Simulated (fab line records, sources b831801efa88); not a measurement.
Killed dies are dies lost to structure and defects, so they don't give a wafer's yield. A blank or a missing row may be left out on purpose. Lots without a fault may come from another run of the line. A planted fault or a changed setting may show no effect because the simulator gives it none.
fab line records | flow sky130
record lots=15 wafers=45 last_day=51
route steps=708 shown LDD_P@264 PAD_OPEN@708
lots that met no fault: from a run of the same line without faults
start_h: hours from the record's first day to the start of the lot's first wafer shown | wait_h: hours since the lot's step before | " the same as in the row above | L1.1+2: a row that stands for several wafers | - no value, or no start given | * or withheld: withheld | < > ~ a bound
route shown NAME@n: a module of which the file shows steps, and the number in the route of the first | usual: mean/standard deviation of fault-free wafers | same: alike in all rows | chamber/n: place in a boat | sites: the reading at each site | _std_site: their standard deviation | _edge_site: outer sites' mean less inner sites' | radius_mm: how far each site lies from the wafer's centre | mask NAME#n: copy n | behind: the tool/chamber that last shaped the wafer | hold: why the lot was held/for how many hours/how that ended | device: the transistor (n, p or np) that didn't switch | end of line: the same wafers' tests at the end of the route | a step without rows: its recipe alone | killed: dies lost to structure and defects at the first sort, not the wafer's yield | map: a wafer's dies, x killed, . not, _ none there
set.NAME: the setting as run; set.NAME@STEP: as run at that earlier step | model.NAME: the simulator's own value behind a step, which no gauge read
steps of the route over a sample of lots; a table a step, a row a wafer
services: from which hour (start_h, from the record's first day; less than 0 if before it) a tool's chamber was out of use, for how many hours, and why
## steps
# step SKY_LDD_P_IMPLANT_09
# recipe species=BF2 energy_kev=25 dose_cm2=1e+13 tilt_deg=withheld
# same implant_ion_amu=49
# columns lot.wafer tool chamber start_h wait_h
L863.1+2+6 implanter-03 0 455.64 0.0
L866.4+5+6 implanter-03 0 482.15 0.1
L867.2+3+6 implanter-03 0 492.90 0.0
L868.1+3+6 implanter-03 0 500.38 0.0
L869.2+3+5 implanter-03 0 504.31 0.0
L876.1+3+6 implanter-04 0 564.22 0.0
L877.2+3+4 implanter-02 0 576.21 0.0
L878.1+2+6 implanter-03 0 583.23 0.0
L879.2+4+5 implanter-03 0 584.41 0.0
L880.3+4+5 implanter-04 0 596.63 0.1
L881.4+5+6 implanter-03 0 609.40 0.1
L883.1+2+5 implanter-04 0 623.77 0.0
L882.1+3+4 implanter-04 0 631.44 0.0
L884.1+2+6 implanter-03 0 631.62 0.0
L885.2+3+5 implanter-03 0 642.36 0.0
# step SKY_LDD_P_TW_MEAS_11
# usual LDD_P_TW=637.9/2.9
# columns lot.wafer tool chamber start_h wait_h LDD_P_TW
L863.1 film_metro-01 - 455.89 0.1 635.2
L863.2 " - " " 636.5
L863.6 " - " " 638.6
L866.4 film_metro-01 - 482.35 0.1 638.6
L866.5 " - " " 638.5
L866.6 " - " " 637.6
L867.2 film_metro-01 - 493.13 0.1 573.1
L867.3 " - " " 576.8
L867.6 " - " " 578.3
L868.1 film_metro-02 - 500.63 0.1 577.5
L868.3 " - " " 577.8
L868.6 " - " " 573.1
L869.2 film_metro-04 - 504.55 0.1 579.5
L869.3 " - " " 576.3
L869.5 " - " " 577.0
L876.1 film_metro-01 - 564.47 0.1 632.9
L876.3 " - " " 636.6
L876.6 " - " " 632.9
L877.2 film_metro-02 - 576.45 0.1 639.7
L877.3 " - " " 636.7
L877.4 " - " " 635.1
L878.1 film_metro-01 - 583.48 0.1 644.0
L878.2 " - " " 643.8
L878.6 " - " " 647.0
L879.2 film_metro-02 - 584.65 0.1 635.1
L879.4 " - " " 637.7
L879.5 " - " " 635.5
L880.3 film_metro-02 - 596.85 0.1 630.6
L880.4 " - " " 638.0
L880.5 " - " " 632.1
L881.4 film_metro-04 - 609.61 0.1 638.7
L881.5 " - " " 637.8
L881.6 " - " " 636.9
L883.1 film_metro-01 - 624.02 0.1 640.1
L883.2 " - " " 642.2
L883.5 " - " " 637.3
L882.1 film_metro-04 - 631.69 0.1 634.9
L882.3 " - " " 634.6
L882.4 " - " " 640.7
L884.1 film_metro-02 - 631.87 0.1 637.4
L884.2 " - " " 632.8
L884.6 " - " " 637.7
L885.2 film_metro-02 - 642.60 0.1 636.2
L885.3 " - " " 640.4
L885.5 " - " " 638.4
# step SKY_PAD_OPEN_PROBE_99
# usual killed_at_M0_to_M3=44/6.9 killed_at_M4_up=3.1/1.7 killed_at_contacts=25/5.6 killed_at_front_end=14/4.3 killed_at_other=0.3/0.51 killed_dies=86/9.8 killed_open=47/6.5 killed_short=39/6.6
# same gross_dies=492 killed_at_back_side=0
# columns lot.wafer tool chamber start_h wait_h killed_at_M0_to_M3 killed_at_M4_up killed_at_contacts killed_at_front_end killed_at_other killed_dies killed_open killed_short
L881.4 prober-02 - 1195.42 0.2 35 3 25 22 0 85 42 43
L881.5 prober-02 - 1195.47 0.2 49 2 22 12 0 85 40 45
L881.6 prober-02 - 1195.52 0.2 36 1 24 12 0 73 47 26
# killed by level:class
L881.4 VIA2:geometric_particle:open=11 FIELD_ISO:geometric_particle:short=10 CONTACT:geometric_particle:short=8 FIELD_ISO:geometric_particle:open=6 CONTACT:geometric_particle:open=6 VIA3:geometric_particle:open=5 VIA1:geometric_particle:open=5 POLY_GATE:geometric_particle:open=4
L881.5 VIA1:geometric_particle:short=9 VIA1:geometric_particle:open=8 VIA2:geometric_particle:open=8 METAL2:geometric_particle:short=7 CONTACT:geometric_particle:open=6 CONTACT:geometric_particle:short=6 LOCAL_INTERCONNECT:geometric_particle:short=5 METAL1:geometric_particle:short=5
L881.6 VIA1:geometric_particle:open=12 LI_CONTACT:geometric_particle:open=9 VIA1:geometric_particle:short=7 CONTACT:geometric_particle:open=7 FIELD_ISO:geometric_particle:open=6 CONTACT:geometric_particle:short=6 VIA2:geometric_particle:open=4 VIA3:geometric_particle:open=4
## services
# columns tool chamber start_h hours kind
implanter-04 - 435.33 5.9 repair
implanter-03 - 539.98 0.7 repair
implanter-04 - 566.10 7.1 pm
implanter-04 - 599.20 9.2 pm
implanter-04 - 608.38 1.2 repair
implanter-04 - 638.76 2.2 repair
## key
first_sign step=SKY_LDD_P_TW_MEAS_11 reading=LDD_P_TW direction=down sigmas=21 usual=637.9 struck=576.6
effect none on later readings
met_at SKY_LDD_P_IMPLANT_09
struck_lots L867,L868,L869
tester_left_out L867,L868,L869
onset_between 482.15 492.90
fault kind=process_parameter_drift tool=implanter-03 chamber=- onset_h=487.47 steps=SKY_LDD_P_IMPLANT_09 channel=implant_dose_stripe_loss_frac offset=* shape=step end_h=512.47
# tester_left_out: of these lots the tester's yield and bins aren't shown, on N5 and GAA mostly nor the transistor test; their killed dies are dies lost to structure and defects alone, not to doping, threshold or leakage, so they don't give the yield
